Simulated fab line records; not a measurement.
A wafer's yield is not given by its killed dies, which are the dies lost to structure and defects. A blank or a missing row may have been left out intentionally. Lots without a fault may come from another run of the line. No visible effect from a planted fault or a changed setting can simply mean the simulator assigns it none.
8D (eight disciplines) problem report, filled in by code :: flow gf180mcu :: the parts of the form that need people (team, actions taken, sign-off) are left out

1. WHAT WENT WRONG
chamber_pressure_mTorr at GF_V5_ETCH_16 reads a mean of 36.026 mTorr on 3 wafers of 2 lots; wafers without a fault read 30.002 mTorr with a standard deviation of 0.027. That is +99 or more standard deviations from the usual mean.
The step: etches BARC in N2/H2.
First observed at day 31 06:04: wafer L223.3, on rie_diel-01. At this step, 36 wafers from 12 lots have a number in the record. Rule for "out" (also "out of limits"): further than 4 standard deviations from the usual mean. The other wafers with a number count as sound.

2. WHAT IT IS, WHAT IT ISN'T
question: which readings at this step
is: chamber_pressure_mTorr
is not: drypump_motor_current_A, oes_product_au

question: which lots
is: L223, L224
is not: L211, L213, L214, L220, L225, L226, L227, L229, L232, L233

question: which wafers of those lots
is: L223.3, L223.6, L224.3
is not: L223.4, L224.1, L224.6

question: read on which tools
is: rie_diel-01
is not: rie_diel-02, rie_diel-03

question: when
is: from day 31 06:04
is not: up to then (13 sound wafers); but 20 sound wafers of L224, L225, L226, L227, L229, L232, L233 came after

3. THE SUSPECTS, EACH WITH WHAT RULES IT OUT
Counting: if a tool at a process step up to the reading ran every lot that is out, it stays a suspect. Sound lots after the first of them don't rule it out here, since some wafers of a struck lot are sound.
- rie_diel-01 at GF_V5_ETCH_16 (etches BARC in N2/H2): kept. It processed each lot that is out (first: L223, day 31 06:04); up to then, its last sound lot is L220 (day 30 09:47). On those wafers its own readings are out: chamber_pressure_mTorr.
- At GF_V5_ETCH_16, inside rie_diel-01: chamber 2 took the wafers that are out, while their sound lot-mates went through chambers 0, 1.
The count leaves rie_diel-01 at GF_V5_ETCH_16.

4. THE CAUSE (what the simulator had put in)
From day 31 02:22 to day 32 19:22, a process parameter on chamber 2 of rie_diel-01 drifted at GF_V5_ETCH_16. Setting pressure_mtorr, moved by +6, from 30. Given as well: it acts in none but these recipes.
Counting left only this tool.

5. THE CHAIN OF EFFECTS, in route order
Each row: a reading where the mean over the struck wafers with a number is more than 3 standard deviations away from the usual. Only readings whose record carries a usual standard deviation are examined. hours: median over the lots of the time between each lot's start at the first step of this table that gives one and its start at this step. sigmas: the change, counted in usual standard deviations.
hours: 0
step: GF_V5_ETCH_16
reading: chamber_pressure_mTorr
usual: 30.002 mTorr
on struck wafers: 36.026
change: +6.024
sigmas: +99 or more
Its process steps:
- GF_V5_ETCH_16: etches BARC in N2/H2.

6. HOW IT WOULD HAVE BEEN CAUGHT EARLIER
First out-of-limits reading in this record: day 31 06:04, which is 4 hours after fault onset at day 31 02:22.
